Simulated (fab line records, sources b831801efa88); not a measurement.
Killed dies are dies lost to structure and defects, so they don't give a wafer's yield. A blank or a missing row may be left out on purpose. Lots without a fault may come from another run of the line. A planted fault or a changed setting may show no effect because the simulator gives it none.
fab line records | flow sky130 | part 1 of 2: steps 1 to 27 of 35
record lots=5 wafers=15 last_day=49
route steps=708 shown VIA4@648 METAL5@661 PASSIVATION@681
lots that met no fault: from a run of the same line without faults
start_h: hours from the record's first day to the start of the lot's first wafer shown | wait_h: hours since the lot's step before | " the same as in the row above | L1.1+2: a row that stands for several wafers | - no value, or no start given | * or withheld: withheld | < > ~ a bound
route shown NAME@n: a module of which the file shows steps, and the number in the route of the first | usual: mean/standard deviation of fault-free wafers | same: alike in all rows | chamber/n: place in a boat | sites: the reading at each site | _std_site: their standard deviation | _edge_site: outer sites' mean less inner sites' | radius_mm: how far each site lies from the wafer's centre | mask NAME#n: copy n | behind: the tool/chamber that last shaped the wafer | hold: why the lot was held/for how many hours/how that ended | device: the transistor (n, p or np) that didn't switch | end of line: the same wafers' tests at the end of the route | a step without rows: its recipe alone | killed: dies lost to structure and defects at the first sort, not the wafer's yield | map: a wafer's dies, x killed, . not, _ none there
set.NAME: the setting as run; set.NAME@STEP: as run at that earlier step | model.NAME: the simulator's own value behind a step, which no gauge read
lots at some steps of the route; a table a step, a row a wafer
services: from which hour (start_h, from the record's first day; less than 0 if before it) a tool's chamber was out of use, for how many hours, and why
## steps
# step SKY_VIA4_PEB_09
# recipe temp_c=withheld time_s=* resist=NOVOLAK
# columns lot.wafer tool chamber start_h wait_h
L074.1+5+6 litho_track-01 0 - -
L082.2+5+6 litho_track-04 0 - -
L087.1+2+4 litho_track-04 0 - -
L088.1+4+5 litho_track-01 0 - -
L091.1+4+5 litho_track-02 0 - -
# step SKY_VIA4_DEVELOP_10
# recipe resist=NOVOLAK developer=TMAH develop_time_s=60 dev_temp_c=23
# columns lot.wafer tool chamber start_h wait_h
L074.1+5+6 litho_track-01 0 1011.91 0.1
L082.2+5+6 litho_track-04 0 1064.71 0.1
L087.1+2+4 litho_track-04 0 1097.08 0.1
L088.1+4+5 litho_track-01 0 1098.46 0.1
L091.1+4+5 litho_track-02 0 1117.17 0.1
# step SKY_VIA4_OVL_MEAS_11
# usual VIA4_OVL=-0.5/1.3
# columns lot.wafer tool chamber start_h wait_h VIA4_OVL[nm]
L074.1 overlay-02 - 1012.06 0.1 -2.8
L074.5 " - " " -0.8
L074.6 " - " " -1.5
L082.2 overlay-01 - 1064.84 0.1 -1.0
L082.5 " - " " -2.2
L082.6 " - " " -1.6
L087.1 overlay-02 - 1097.23 0.1 1.3
L087.2 " - " " 1.9
L087.4 " - " " 0.6
L088.1 overlay-02 - 1098.61 0.1 1.9
L088.4 " - " " 0.9
L088.5 " - " " 0.2
L091.1 overlay-02 - 1117.32 0.1 -1.2
L091.4 " - " " -0.7
L091.5 " - " " 0.0
# step SKY_VIA4_ETCH_12
# recipe target=SiO2 chemistry=C4F8/O2/Ar stop_on=TiN mask_material=NOVOLAK source_w=1500 bias_w=1200 pressure_mtorr=40 c4f8_flow_sccm=withheld O2_flow_sccm=6 Ar_flow_sccm=300 time_s=withheld target_depth_a=5800
# usual oes_product_au=0.925/0.0047 rf_fwd_power_W=1490/4.7
# columns lot.wafer tool chamber start_h wait_h oes_product_au rf_fwd_power_W
L074.1 rie_diel-01 1 1012.09 0.0 0.926 1485
L074.5 " 3 " " 0.929 1489
L074.6 " 2 " " 0.920 1492
L082.2 rie_diel-01 1 1064.87 0.0 0.923 1486
L082.5 " 1 " " 0.927 1487
L082.6 " 2 " " 0.924 1491
L087.1 rie_diel-04 3 1097.27 0.0 0.920 1495
L087.2 " 0 " " 0.924 1488
L087.4 " 1 " " 0.926 1486
L088.1 rie_diel-02 3 1098.64 0.0 0.932 1494
L088.4 " 0 " " 0.924 1480
L088.5 " 1 " " 0.921 1491
L091.1 rie_diel-01 3 1117.35 0.0 0.925 1489
L091.4 " 2 " " 0.926 1495
L091.5 " 1 " " 0.930 1481
# step SKY_VIA4_STRIP_13
# recipe chemistry=O2/N2 power_w=1400 pressure_mtorr=1500 platen_temp_c=withheld o2_flow_sccm=3000 n2_flow_sccm=300 overash_fraction=0.5
# usual drypump_motor_current_A=5.5/0.48 oes_product_au=0.710/0.0042 strip_time_to_endpoint_s=12.79/0.034
# same overash_fraction=0.5
# columns lot.wafer tool chamber start_h wait_h drypump_motor_current_A oes_product_au rf_hours_counter_h strip_time_to_endpoint_s
L074.1 plasma_asher-03 1 1012.17 - 6.7 0.717 91 12.76
L074.5 " 1 " " 6.7 0.711 - 12.80
L074.6 " 0 " " 5.9 0.708 - 12.73
L082.2 plasma_asher-04 0 1064.94 - 5.2 0.711 0 12.79
L082.5 " 1 " " 5.2 0.708 - 12.82
L082.6 " 0 " " 5.3 0.710 - 12.83
L087.1 plasma_asher-04 0 1097.34 - 5.2 0.716 3 12.81
L087.2 " 1 " " 5.2 0.709 3 12.83
L087.4 " 0 " " 5.2 0.711 - 12.82
L088.1 plasma_asher-01 0 1098.72 - 5.3 0.705 65 12.76
L088.4 " 1 " " 5.3 0.704 - 12.78
L088.5 " 1 " " 5.3 0.702 - 12.77
L091.1 plasma_asher-04 0 1117.42 - 5.2 0.711 5 12.76
L091.4 " 0 " " 5.2 0.708 - 12.84
L091.5 " 1 " " 5.2 0.709 - 12.81
# step SKY_VIA4_STRIP_14
# recipe chemistry=post_etch_residue_remover time_s=1200 temp_c=72.5
# usual temp_c=72.53/0.13
# columns lot.wafer tool chamber start_h wait_h temp_c
L074.1 wet_bench-02 1 1012.27 0.1 72.44
L074.5 " 1 " " 72.26
L074.6 " 1 " " 72.36
L082.2 wet_bench-02 3 1065.04 0.1 72.35
L082.5 " 3 " " 72.49
L082.6 " 3 " " 72.42
L087.1 wet_bench-04 1 1097.44 0.1 72.54
L087.2 " 1 " " 72.50
L087.4 " 1 " " 72.53
L088.1 wet_bench-03 0 1098.82 0.1 72.54
L088.4 " 0 " " 72.70
L088.5 " 0 " " 72.50
L091.1 wet_bench-03 0 1117.52 0.1 72.52
L091.4 " 0 " " 72.66
L091.5 " 0 " " 72.71
# step SKY_VIA4_CLEAN_15
# recipe chemistry=IPA time_s=180 temp_c=25
# usual temp_c=24.98/0.1
# columns lot.wafer tool chamber start_h wait_h temp_c
L074.1 wet_bench-03 3 1012.61 0.0 24.84
L074.5 " 3 " " 24.84
L074.6 " 3 " " 24.86
L082.2 wet_bench-04 0 1065.42 0.0 25.04
L082.5 " 0 " " 25.11
L082.6 " 0 " " 25.04
L087.1 wet_bench-02 3 1097.79 0.0 24.89
L087.2 " 3 " " 24.81
L087.4 " 3 " " 24.84
L088.1 wet_bench-03 1 1099.50 0.0 24.92
L088.4 " 1 " " 24.87
L088.5 " 1 " " 25.04
L091.1 wet_bench-02 0 1117.87 0.0 25.03
L091.4 " 0 " " 25.01
L091.5 " 0 " " 24.93
# step SKY_VIA4_CLEAN_16
# recipe chemistry=O3/DIW dry=n2_spin
# columns lot.wafer tool chamber start_h wait_h
L074.1+5+6 wet_bench-02 3 1012.67 0.0
L082.2+5+6 wet_bench-03 3 1065.47 0.0
L087.1+2+4 wet_bench-04 2 1097.84 0.0
L088.1+4+5 wet_bench-03 0 1099.62 0.0
L091.1+4+5 wet_bench-03 1 1117.93 0.0
# step SKY_VIA4_SPUTTER_17
# recipe material=TiN target_thk_nm=20 chamber_pressure_pa=5 power_w=4000 time_s=80
# usual throttle_valve_pct=29.8/1
# columns lot.wafer tool chamber start_h wait_h throttle_valve_pct
L074.1 pvd_sputter-04 - 1012.76 0.0 29.5
L074.5 " - " " 29.6
L074.6 " - " " 29.7
L082.2 pvd_sputter-04 - 1065.57 0.0 29.1
L082.5 " - " " 29.4
L082.6 " - " " 29.1
L087.1 pvd_sputter-04 - 1097.94 0.0 29.2
L087.2 " - " " 29.5
L087.4 " - " " 29.0
L088.1 pvd_sputter-01 - 1099.80 0.0 31.2
L088.4 " - " " 31.6
L088.5 " - " " 27.6
L091.1 pvd_sputter-01 - 1118.02 0.0 27.5
L091.4 " - " " 31.2
L091.5 " - " " 31.5
# step SKY_VIA4_CVD_18
# recipe material=W target_thk_nm=505 time_s=152.14 temp_c=400 pressure_torr=40
# usual heater_power_w=803/48 susceptor_temp_C=400.01/0.23
# columns lot.wafer tool chamber start_h wait_h heater_power_w since_wet_clean_h susceptor_temp_C
L074.1 cvd_w-01 1 1012.82 0.0 824 95 400.07
L074.5 " 1 " " 810 - 400.51
L074.6 " 0 " " 819 - 399.62
L082.2 cvd_w-01 0 1065.64 0.0 819 148 399.83
L082.5 " 1 " " 843 - 400.09
L082.6 " 0 " " 809 - 399.76
L087.1 cvd_w-01 0 1098.00 0.0 799 180 399.97
L087.2 " 1 " " 819 180 400.27
L087.4 " 0 " " 792 - 399.79
L088.1 cvd_w-01 0 1099.86 0.0 799 182 400.01
L088.4 " 0 " " 820 - 400.04
L088.5 " 1 " " 818 - 400.03
L091.1 cvd_w-01 0 1118.08 0.0 825 200 399.87
L091.4 " 1 " " 823 - 399.75
L091.5 " 0 " " 812 - 399.74
# step SKY_VIA4_RS_MEAS_19
# recipe thk_meas_gauge=four-point-probe reads=W_of_VIA4_CVD_18+TiN_of_VIA4_SPUTTER_17
# usual VIA4_W_RS=0.2267/0.0024
# columns lot.wafer tool chamber start_h wait_h VIA4_W_RS[ohm/sq]
L074.1 film_metro-01 - 1012.97 0.1 0.2236
L074.5 " - " " 0.2266
L074.6 " - " " 0.2237
L082.2 film_metro-04 - 1065.81 0.1 0.2279
L082.5 " - " " 0.2243
L082.6 " - " " 0.2269
L087.1 film_metro-04 - 1098.15 0.1 0.2243
L087.2 " - " " 0.2242
L087.4 " - " " 0.2253
L088.1 film_metro-04 - 1100.01 0.1 0.2263
L088.4 " - " " 0.2241
L088.5 " - " " 0.2248
L091.1 film_metro-04 - 1118.23 0.1 0.2282
L091.4 " - " " 0.2265
L091.5 " - " " 0.2305
# step SKY_VIA4_THK_MEAS_20
# recipe thk_meas_gauge=xrf reads=W_of_VIA4_CVD_18
# usual VIA4_W_THK=522/7.2
# columns lot.wafer tool chamber start_h wait_h VIA4_W_THK[nm]
L074.1 film_metro-01 - 1013.09 0.1 525
L074.5 " - " " 521
L074.6 " - " " 526
L082.2 film_metro-04 - 1065.92 0.1 519
L082.5 " - " " 529
L082.6 " - " " 519
L087.1 film_metro-04 - 1098.27 0.1 529
L087.2 " - " " 531
L087.4 " - " " 527
L088.1 film_metro-04 - 1100.13 0.1 528
L088.4 " - " " 530
L088.5 " - " " 527
L091.1 film_metro-04 - 1118.35 0.1 520
L091.4 " - " " 524
L091.5 " - " " 514
# step SKY_VIA4_CMP_21
# recipe stop_on=SiO2 t_overpolish_s=25 down_force_psi=3.5 platen_rpm=60 target_thk_nm=0 pad_velocity_m_s=0.94248
# usual motor_current_A=11.0/0.71 overpolish_run_s=24.999/0.0088 time_to_endpoint_s=122/5.2
# columns lot.wafer tool chamber start_h wait_h motor_current_A overpolish_run_s time_to_endpoint_s
L074.1 cmp-02 0 1013.15 0.1 11.3 25.013 133
L074.6 " 0 " " 11.7 24.999 127
L074.5 " 1 " " 10.1 25.013 123
L082.2 cmp-02 0 1066.02 0.1 11.9 24.994 127
L082.6 " 3 " " 10.5 25.005 122
L082.5 " 0 " " 12.1 24.999 126
L087.2 cmp-01 2 1098.38 0.1 10.9 24.997 122
L087.4 " 3 " " 10.9 24.992 125
L087.1 " 0 " " 11.1 25.009 123
L088.1 cmp-02 3 1100.24 0.1 9.7 25.009 116
L088.4 " 1 " " 10.3 25.012 116
L088.5 " 2 " " 11.1 24.994 121
L091.1 cmp-02 2 1118.41 0.1 10.8 24.993 120
L091.4 " 0 " " 12.4 24.983 125
L091.5 " 3 " " 9.9 25.011 116
# step SKY_METAL5_SPUTTER_00
# recipe material=Ti target_thk_nm=15 power_w=3000 time_s=10 chamber_pressure_pa=0.4
# usual throttle_valve_pct=29.8/1.1
# columns lot.wafer tool chamber start_h wait_h throttle_valve_pct
L074.1 pvd_sputter-04 - 1013.45 0.2 29.5
L074.5 " - " " 29.5
L074.6 " - " " 29.7
L082.2 pvd_sputter-04 - 1066.27 0.2 30.0
L082.5 " - " " 29.2
L082.6 " - " " 29.3
L087.1 pvd_sputter-04 - 1098.63 0.1 29.8
L087.2 " - " " 29.6
L087.4 " - " " 29.3
L088.1 pvd_sputter-01 - 1100.49 0.2 29.9
L088.4 " - " " 31.5
L088.5 " - " " 31.2
L091.1 pvd_sputter-01 - 1118.71 0.2 31.9
L091.4 " - " " 29.5
L091.5 " - " " 27.4
# step SKY_METAL5_SPUTTER_01
# recipe material=TiN target_thk_nm=20 power_w=6500 time_s=16.7 chamber_pressure_pa=0.4
# usual throttle_valve_pct=29.8/1.1
# columns lot.wafer tool chamber start_h wait_h throttle_valve_pct
L074.1 pvd_sputter-04 - 1013.47 0.0 29.6
L074.5 " - " " 29.7
L074.6 " - " " 29.5
L082.2 pvd_sputter-04 - 1066.29 0.0 29.6
L082.5 " - " " 29.3
L082.6 " - " " 29.2
L087.1 pvd_sputter-04 - 1098.65 0.0 29.9
L087.2 " - " " 29.4
L087.4 " - " " 29.5
L088.1 pvd_sputter-01 - 1100.52 0.0 30.0
L088.4 " - " " 31.5
L088.5 " - " " 31.4
L091.1 pvd_sputter-01 - 1118.74 0.0 31.5
L091.4 " - " " 30.2
L091.5 " - " " 27.3
# step SKY_METAL5_SPUTTER_02
# recipe material=AlCu target_thk_nm=1150 power_w=10600 time_s=61.2 chamber_pressure_pa=0.4
# usual throttle_valve_pct=29.8/1.2
# columns lot.wafer tool chamber start_h wait_h throttle_valve_pct
L074.1 pvd_sputter-04 - 1013.50 0.0 29.8
L074.5 " - " " 29.5
L074.6 " - " " 29.7
L082.2 pvd_sputter-04 - 1066.32 0.0 29.7
L082.5 " - " " 29.3
L082.6 " - " " 29.0
L087.1 pvd_sputter-04 - 1098.68 0.0 29.6
L087.2 " - " " 29.8
L087.4 " - " " 29.1
L088.1 pvd_sputter-01 - 1100.54 0.0 30.0
L088.4 " - " " 31.4
L088.5 " - " " 31.0
L091.1 pvd_sputter-01 - 1118.76 0.0 31.5
L091.4 " - " " 29.9
L091.5 " - " " 27.3
# step SKY_METAL5_SPUTTER_03
# recipe material=Ti target_thk_nm=5 power_w=3000 time_s=3.3 chamber_pressure_pa=0.4
# usual throttle_valve_pct=29.8/1.1
# columns lot.wafer tool chamber start_h wait_h throttle_valve_pct
L074.1 pvd_sputter-04 - 1013.55 0.0 29.5
L074.5 " - " " 29.4
L074.6 " - " " 29.6
L082.2 pvd_sputter-04 - 1066.37 0.0 29.6
L082.5 " - " " 29.3
L082.6 " - " " 29.3
L087.1 pvd_sputter-04 - 1098.73 0.0 30.0
L087.2 " - " " 29.5
L087.4 " - " " 29.3
L088.1 pvd_sputter-01 - 1100.59 0.0 30.1
L088.4 " - " " 31.2
L088.5 " - " " 31.4
L091.1 pvd_sputter-01 - 1118.81 0.0 31.6
L091.4 " - " " 30.0
L091.5 " - " " 27.9
# step SKY_METAL5_SPUTTER_04
# recipe material=TiN target_thk_nm=70 power_w=6500 time_s=58.3 chamber_pressure_pa=0.4
# usual throttle_valve_pct=29.8/1.1
# columns lot.wafer tool chamber start_h wait_h throttle_valve_pct
L074.1 pvd_sputter-04 - 1013.57 0.0 29.8
L074.5 " - " " 29.4
L074.6 " - " " 29.8
L082.2 pvd_sputter-04 - 1066.38 0.0 29.7
L082.5 " - " " 29.5
L082.6 " - " " 29.4
L087.1 pvd_sputter-04 - 1098.75 0.0 29.6
L087.2 " - " " 29.5
L087.4 " - " " 29.2
L088.1 pvd_sputter-01 - 1100.61 0.0 29.9
L088.4 " - " " 31.4
L088.5 " - " " 31.5
L091.1 pvd_sputter-01 - 1118.83 0.0 31.5
L091.4 " - " " 30.1
L091.5 " - " " 27.6
# step SKY_METAL5_RS_MEAS_05
# recipe thk_meas_gauge=four-point-probe reads=TiN_of_METAL5_SPUTTER_04+Ti_of_METAL5_SPUTTER_03+AlCu_of_METAL5_SPUTTER_02+TiN_of_METAL5_SPUTTER_01+Ti_of_METAL5_SPUTTER_00
# usual METAL5_ALCU_RS=0.0269/0.00043
# columns lot.wafer tool chamber start_h wait_h METAL5_ALCU_RS[ohm/sq]
L074.1 film_metro-04 - 1013.62 0.0 0.0271
L074.5 " - " " 0.0272
L074.6 " - " " 0.0273
L082.2 film_metro-04 - 1066.45 0.0 0.0271
L082.5 " - " " 0.0270
L082.6 " - " " 0.0272
L087.1 film_metro-04 - 1098.79 0.0 0.0266
L087.2 " - " " 0.0269
L087.4 " - " " 0.0267
L088.1 film_metro-03 - 1100.66 0.0 0.0267
L088.4 " - " " 0.0264
L088.5 " - " " 0.0274
L091.1 film_metro-04 - 1118.88 0.0 0.0267
L091.4 " - " " 0.0271
L091.5 " - " " 0.0272
# step SKY_METAL5_THK_MEAS_06
# recipe thk_meas_gauge=xrf reads=AlCu_of_METAL5_SPUTTER_02
# usual METAL5_ALCU_THK=1138/18
# columns lot.wafer tool chamber start_h wait_h METAL5_ALCU_THK[nm]
L074.1 film_metro-04 - 1013.74 0.1 1130
L074.5 " - " " 1134
L074.6 " - " " 1128
L082.2 film_metro-04 - 1066.56 0.1 1136
L082.5 " - " " 1144
L082.6 " - " " 1134
L087.1 film_metro-04 - 1098.91 0.1 1159
L087.2 " - " " 1145
L087.4 " - " " 1149
L088.1 film_metro-03 - 1100.78 0.1 1127
L088.4 " - " " 1154
L088.5 " - " " 1108
L091.1 film_metro-04 - 1119.00 0.1 1156
L091.4 " - " " 1137
L091.5 " - " " 1131
# step SKY_METAL5_DEHYDRATE_07
# recipe temp_c=200 time_s=60
# columns lot.wafer tool chamber start_h wait_h
L074.1+5+6 litho_track-04 0 1025.38 11.6
L082.2+5+6 litho_track-03 0 1076.86 10.3
L087.1+2+4 litho_track-04 0 1108.33 9.4
L088.1+4+5 litho_track-01 0 1109.51 8.7
L091.1+4+5 litho_track-04 0 1128.08 9.1
# step SKY_METAL5_HMDS_08
# recipe prime_time_s=60 prime_temp_c=120
# columns lot.wafer tool chamber start_h wait_h
L074.1+5+6 litho_track-04 0 1025.53 0.1
L082.2+5+6 litho_track-03 0 1077.01 0.1
L087.1+2+4 litho_track-04 0 1108.48 0.1
L088.1+4+5 litho_track-01 0 1109.66 0.1
L091.1+4+5 litho_track-04 0 1128.23 0.1
# step SKY_METAL5_COAT_09
# recipe resist=NOVOLAK spin_rpm=3000 resist_thk_nm=1800
# usual spin_speed_rpm=3000.4/2.4
# columns lot.wafer tool chamber start_h wait_h spin_speed_rpm
L074.1 litho_track-04 0 1025.68 0.1 2998.0
L074.5 " 0 " " 3000.3
L074.6 " 0 " " 2998.0
L082.2 litho_track-03 0 1077.16 0.1 3001.3
L082.5 " 0 " " 3001.1
L082.6 " 0 " " 3003.1
L087.1 litho_track-04 0 1108.63 0.1 3003.6
L087.2 " 0 " " 3000.8
L087.4 " 0 " " 2998.7
L088.1 litho_track-01 0 1109.81 0.1 2998.0
L088.4 " 0 " " 3000.8
L088.5 " 0 " " 2998.7
L091.1 litho_track-04 0 1128.38 0.1 3000.6
L091.4 " 0 " " 2994.3
L091.5 " 0 " " 3001.8
# step SKY_METAL5_SOFTBAKE_10
# recipe temp_c=90 time_s=60 resist=NOVOLAK
# columns lot.wafer tool chamber start_h wait_h
L074.1+5+6 litho_track-04 0 1025.83 0.1
L082.2+5+6 litho_track-03 0 1077.31 0.1
L087.1+2+4 litho_track-04 0 1108.78 0.1
L088.1+4+5 litho_track-01 0 1109.96 0.1
L091.1+4+5 litho_track-04 0 1128.53 0.1
# step SKY_METAL5_EXPOSE_11
# recipe mask_id=MM5 na=0.6 source_shape=conventional sigma_outer=0.6 polarization=unpolarized target_cd_nm=1600 dose_mj=190
# usual focus_offset_nm=0.2/0.52
# columns lot.wafer tool chamber start_h wait_h mask focus_offset_nm
L074.1 iline_stepper-01 0 - - MM5#0 0.0
L074.5 " 0 " " MM5#0 0.3
L074.6 " 0 " " MM5#0 1.1
L082.2 iline_stepper-02 0 - - MM5#0 -0.8
L082.5 " 0 " " MM5#0 0.4
L082.6 " 0 " " MM5#0 0.2
L087.1 iline_stepper-02 0 - - MM5#0 0.3
L087.2 " 0 " " MM5#0 0.7
L087.4 " 0 " " MM5#0 1.0
L088.1 iline_stepper-02 0 - - MM5#0 0.6
L088.4 " 0 " " MM5#0 0.0
L088.5 " 0 " " MM5#0 0.2
L091.1 iline_stepper-02 0 - - MM5#0 -0.1
L091.4 " 0 " " MM5#0 0.5
L091.5 " 0 " " MM5#0 0.8
# step SKY_METAL5_PEB_12
# recipe temp_c=withheld time_s=* resist=NOVOLAK
# columns lot.wafer tool chamber start_h wait_h
L074.1+5+6 litho_track-04 0 - -
L082.2+5+6 litho_track-04 0 - -
L087.1+2+4 litho_track-01 0 - -
L088.1+4+5 litho_track-03 0 - -
L091.1+4+5 litho_track-01 0 - -
# step SKY_METAL5_DEVELOP_13
# recipe resist=NOVOLAK developer=TMAH develop_time_s=60 dev_temp_c=23
# columns lot.wafer tool chamber start_h wait_h
L074.1+5+6 litho_track-04 0 1036.58 0.1
L082.2+5+6 litho_track-04 0 1086.36 0.1
L087.1+2+4 litho_track-01 0 1118.91 0.1
L088.1+4+5 litho_track-03 0 1120.43 0.1
L091.1+4+5 litho_track-01 0 1137.76 0.1
